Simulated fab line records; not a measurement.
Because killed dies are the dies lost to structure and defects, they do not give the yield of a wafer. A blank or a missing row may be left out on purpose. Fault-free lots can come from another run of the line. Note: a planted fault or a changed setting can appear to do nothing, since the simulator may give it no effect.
Comparing a struck lot with a sound one || flow sky130 || 44 steps out of a route of 708
Sound: wafers L500.1, L500.2, L500.5. Struck: wafer L518.1. (L518.2, L518.4 of the same lot were not struck and are left out.) The cause comes at the end.
At each step with rows: each side's tool, then ch and its chambers, then its first start. Under that, the readings that differ: sound wafers || struck wafers || difference of the means || sigmas: that difference in standard deviations of wafers without a fault.
alike: readings whose means differ by less than 2 such deviations, and words and numbers that are the same on both sides. not compared: withheld readings, readings that some wafer has no value for, bounds like >300 that may hide the same value, and numbers for which the record gives no deviation and whose values overlap.
The two part at a step that has a row with sigmas, a row that says differs or no value, or rows on one side only. Numbers that don't overlap but have no deviation are shown without sigmas and don't part them. A reading missing from all wafers of one side parts the sides only when that side holds two or more wafers.

first, 3 steps without rows for these wafers: SKY_VIA2_STRIP_17 (strips in post etch residue remover, time 1200 s); SKY_VIA2_CLEAN_18 (cleans in IPA, time 180 s); SKY_VIA2_CLEAN_19 (cleans in O3/DIW).
SKY_VIA2_SPUTTER_20: material TiN, target thk 20 nm, time 80 s.
  sound: pvd-sputter-01 at day 35 22:37; struck: pvd-sputter-01 at day 41 15:32
  alike: throttle-valve-pct
SKY_VIA2_CVD_21: deposits W, target thk 420 nm, time 126.4 s.
  sound on cvd-w-01 ch 0,1, day 35 22:41; struck on cvd-w-01 ch 0, day 41 15:36
  alike: heater-power-w
SKY_VIA2_RS_MEAS_22: a four-point-probe measurement.
  sound: film-metro-03 at day 35 22:49; struck: film-metro-02 at day 41 15:44
  alike: VIA2_W_RS
SKY_VIA2_THK_MEAS_23: measures by xrf.
  sound: film-metro-03 at day 35 22:56; struck: film-metro-02 at day 41 15:51
  alike: VIA2_W_THK
then, 2 steps without rows for these wafers: SKY_VIA2_CMP_24 (polishes, stops on SiO2, t overpolish 20 s, target thk 0 nm); SKY_METAL3_SPUTTER_00 (material Ti, target thk 15 nm, time 10 s).
SKY_METAL3_SPUTTER_01: material TiN, target thk 20 nm, time 16.7 s.
  sound: pvd-sputter-02 at day 35 23:19; struck: pvd-sputter-01 at day 41 16:14
  alike: throttle-valve-pct
then, 2 steps without rows for these wafers: SKY_METAL3_SPUTTER_02 (material AlCu, target thk 735 nm, time 39.1 s); SKY_METAL3_SPUTTER_03 (material Ti, target thk 5 nm, time 3.3 s).
SKY_METAL3_SPUTTER_04: material TiN, target thk 70 nm, time 58.3 s.
  sound: pvd-sputter-02 at day 35 23:24; struck: pvd-sputter-01 at day 41 16:19
{"reading": "model.TiN_of_METAL3_SPUTTER_04.thk-nm (nm)", "sound": "69.32 68.91 68.91", "struck": 101.1, "difference": "+32.1", "sigmas": ""}
  alike: throttle-valve-pct
SKY_CAPM_CVD_00: deposits SiO2, target thk 15.5 nm.
  sound on pecvd-03 ch 0,2, day 35 23:27; struck on pecvd-03 ch 2, day 41 16:22
  alike: heater-power-w
SKY_CAPM_THK_MEAS_01:
  sound: film-metro-04 at day 35 23:29; struck: film-metro-02 at day 41 16:23
  alike: CAPM_CVD_00_THK
then, 1 step without rows for these wafers: SKY_CAPM_SPUTTER_02 (material TiN, target thk 200 nm, time 166.7 s).
SKY_CAPM_RS_MEAS_03: a four-point-probe measurement.
  sound: film-metro-04 at day 35 23:39; struck: film-metro-03 at day 41 16:33
  alike: CAPM_TIN_RS
SKY_CAPM_THK_MEAS_04: measures by xrf.
  sound: film-metro-04 at day 35 23:46; struck: film-metro-03 at day 41 16:40
  alike: CAPM_TIN_THK
then, 7 steps without rows for these wafers: SKY_CAPM_DEHYDRATE_05 (time 60 s); SKY_CAPM_HMDS_06 (prime time 60 s); SKY_CAPM_COAT_07 (resist thk 1140 nm); SKY_CAPM_SOFTBAKE_08 (time 60 s); SKY_CAPM_EXPOSE_09 (exposes mask CAPM, target cd 1000 nm); SKY_CAPM_PEB_10; SKY_CAPM_DEVELOP_11 (develop time 60 s).
SKY_CAPM_OVL_MEAS_12:
  sound: overlay-01 at day 37 01:21; struck: overlay-02 at day 42 14:56
  alike: CAPM_OVL
then, 13 steps without rows for these wafers: SKY_CAPM_METAL_ETCH_13 (etches TiN in Cl2/BCl3, stops on SiO2, target depth 220 nm, time 62.9 s); SKY_CAPM_STRIP_14 (strips in O2/N2); SKY_CAPM_STRIP_15 (strips in post etch residue remover, time 1200 s); SKY_CAPM_CLEAN_16 (cleans in IPA, time 180 s); SKY_CAPM_CLEAN_17 (cleans in O3/DIW); SKY_METAL3_DEHYDRATE_05 (time 60 s); SKY_METAL3_HMDS_06 (prime time 60 s); SKY_METAL3_COAT_07 (resist thk 60 nm); SKY_METAL3_COAT_08 (resist thk 1140 nm); SKY_METAL3_SOFTBAKE_09 (time 90 s); SKY_METAL3_EXPOSE_10 (exposes mask MM3, target cd 300 nm); SKY_METAL3_PEB_11; SKY_METAL3_DEVELOP_12 (develop time 60 s).
SKY_METAL3_CD_MEAS_13: target cd 300 nm.
  sound: cd-sem-01 at day 38 04:39; struck: cd-sem-02 at day 43 14:30
  alike: cd-nm
SKY_METAL3_OVL_MEAS_14:
  sound: overlay-01 at day 38 04:46; struck: overlay-01 at day 43 14:37
  alike: METAL3_OVL
SKY_METAL3_DESCUM_15: chemistry O2, time 8 s.
  sound on rie-metal-02 ch 0,1, day 38 04:49; struck on rie-metal-04 ch 1, day 43 14:40
  alike: drypump-motor-current-A, oes-product-au
  not compared: rf-hours-counter-h
SKY_METAL3_ETCH_17: etches SiO2 in C4F8/O2/Ar, stops on TiN, time 4.073 s, target depth 15 nm.
  sound on rie-diel-01 ch 1,3, day 38 04:56; struck on rie-diel-04 ch 0, day 43 14:47
{"reading": "model.TiN_of_METAL3_SPUTTER_04.thk-nm (nm)", "sound": "69.29 68.87 68.87", "struck": 101.1, "difference": "+32.1", "sigmas": ""}
  alike: oes-product-au
  not compared: rf-hours-counter-h
-- the record jumps here: 6 days lie between the struck wafers' starts before and after (it left off in module METAL3 and takes up again in module PAD_OPEN, whose first step shown is number 708 of the route) --
SKY_PAD_OPEN_PROBE_99:
  sound: prober-02 at day 45 11:03; struck: prober-02 at day 49 23:53
{"reading": "killed-short", "sound": "44 50 35", "struck": 56, "difference": "+13", "sigmas": "+2"}
{"reading": "model.etest.via3-chain.rc-ohm", "sound": "9.784 9.982 9.337", "struck": 11.02, "difference": "+1.32", "sigmas": ""}
  alike: defect-limited-yield, killed_at_M0_to_M3, killed_at_M4_up, killed-at-contacts, killed-at-front-end, killed-at-other, killed-dies, killed-open, sort_bin_3_pad_short, sort_bin_5_function, sort_bin_6_memory, sort-n-pass, sort-yield-pct

## WHERE THEY PART
Only at SKY_PAD_OPEN_PROBE_99, as far as this record shows.

WHY: what had been put in by the simulator
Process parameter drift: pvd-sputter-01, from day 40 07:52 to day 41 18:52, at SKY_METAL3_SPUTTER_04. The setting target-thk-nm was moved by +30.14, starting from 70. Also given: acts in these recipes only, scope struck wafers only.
